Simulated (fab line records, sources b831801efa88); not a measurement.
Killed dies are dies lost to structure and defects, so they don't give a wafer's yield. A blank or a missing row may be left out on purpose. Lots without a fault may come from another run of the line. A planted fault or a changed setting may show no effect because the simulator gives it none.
Split-lot experiment | flow gf180mcu | 5 lots, 23 wafers read, on a route of 602 steps

THE SPLIT
At GF_V1_CVD_02 (deposits SiO2 from TEOS, target thk 850 nm, time 94.851 s), the setting time_s was moved away from the recipe's 94.851 s on 10 of the 23 wafers read, by -3.9% to +11.5%. The other wafers ran this setting at the recipe's value.

The file shows no step between the split and the reading.

THE READING
V1_CVD_02_THK, in nm, at GF_V1_THK_MEAS_03. Fault-free wafers of this fab line usually give 852 nm, standard deviation 12 nm.

wafer  | tool, chamber at the split | time_s as run, s | against the recipe | V1_CVD_02_THK, nm | against lot-mates on the recipe
L074.1 | pecvd-03, 0                | 94.851           | recipe             | 831               | -
L074.2 | pecvd-03, 2                | 94.851           | recipe             | 839               | -
L074.3 | pecvd-03, 1                | 105.8            | +11.5%             | 917               | +82
L074.5 | pecvd-03, 2                | 105.8            | +11.5%             | 943               | +108
L074.6 | pecvd-03, 0                | 105.8            | +11.5%             | 936               | +101
L075.1 | pecvd-03, 0                | 91.19            | -3.9%              | 806               | -38
L075.2 | pecvd-03, 1                | 94.851           | recipe             | 835               | -
L075.3 | pecvd-03, 2                | 94.851           | recipe             | 852               | -
L075.5 | pecvd-03, 2                | 91.19            | -3.9%              | 819               | -24
L075.6 | pecvd-03, 1                | 91.19            | -3.9%              | 819               | -24
L076.1 | pecvd-04, 2                | 94.851           | recipe             | 855               | -
L076.3 | pecvd-04, 1                | 103.6            | +9.2%              | 936               | +72
L076.4 | pecvd-04, 2                | 94.851           | recipe             | 867               | -
L076.5 | pecvd-04, 1                | 94.851           | recipe             | 871               | -
L076.6 | pecvd-04, 0                | 103.6            | +9.2%              | 946               | +82
L081.1 | pecvd-04, 0                | 94.851           | recipe             | 839               | -
L081.2 | pecvd-04, 1                | 105.4            | +11.1%             | 943               | +89
L081.3 | pecvd-04, 0                | 94.851           | recipe             | 853               | -
L081.4 | pecvd-04, 1                | 94.851           | recipe             | 871               | -
L081.6 | pecvd-04, 0                | 105.4            | +11.1%             | 951               | +97
L084.1 | pecvd-02, 0                | 94.851           | recipe             | 838               | -
L084.3 | pecvd-02, 2                | 94.851           | recipe             | 841               | -
L084.4 | pecvd-02, 0                | 94.851           | recipe             | 848               | -

THE FIT
A straight line over all 23 wafers: V1_CVD_02_THK changes by +8.29 nm for each +1% of time_s; r = +0.96; the points scatter about the line by 14 nm.
The same after taking each lot's own level away (the mean of its wafers on the recipe; 23 wafers): +8.26 nm for each +1%; r = +0.98; scatter 8.4 nm.
On that fit, the largest move of time_s shifts the reading by 95 nm.
The lots' own levels span 835.0 to 864.3 nm, that is 2.4 times the standard deviation above.
So the lot-to-lot level changes the slope little: the two slopes agree.
Check: with one of the wafers moved furthest among these (+11.5%) left out of the fit, the line predicts +98.7 nm for it against its lot-mates. It came out at +82 nm against them.

OTHER SPLITS ON THESE WAFERS
These wafers also went through other splits before the reading. Each is held against what the fit with the lots' levels taken away leaves over:
other split on the same wafers   | wafers away from the commonest value | r with V1_CVD_02_THK (lot level and that fit taken away)
GF_HV_LDD_CVD_54 target_thk_nm   | 18                                   | -0.07
GF_NSD_DEVELOP_06 dev_temp_c     | 4                                    | +0.01
GF_PSD_COAT_02 spin_rpm          | 8                                    | -0.01
GF_PSD_DEVELOP_06 develop_time_s | 6                                    | -0.17
GF_SAB_DEVELOP_08 develop_time_s | 8                                    | +0.10
GF_SAB_STRIP_13 o2_flow_sccm     | 11                                   | -0.10
GF_CONTACT_CVD_00 sih4_flow_sccm | 5                                    | +0.08
GF_M1_SPUTTER_01 time_s          | 12                                   | -0.09
GF_M1_PEB_12 peb_temp_c          | 8                                    | +0.05

THE WHOLE CHAIN: every reading that the file lists as answering this split, in the file's order
step              | what it does                                              | reading                                                                   | change (the file's fit)              | r (the file's)
GF_V1_CVD_02      | deposits SiO2 from TEOS, target thk 850 nm, time 94.851 s | SiO2_of_V1_CVD_02.thk_nm (the simulator's own value, which no gauge read) | +8.32 nm for each +1% of the setting | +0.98
GF_V1_THK_MEAS_03 |                                                           | V1_CVD_02_THK                                                             | +8.33 for each +1% of the setting    | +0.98
GF_V1_CMP_04      | polishes SiO2                                             | time_to_endpoint_s                                                        | withheld for each +1% of the setting | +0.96

THE FILE'S OWN FIT
V1_CVD_02_THK changes by +8.33 nm for each +1% of time_s, r = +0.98.
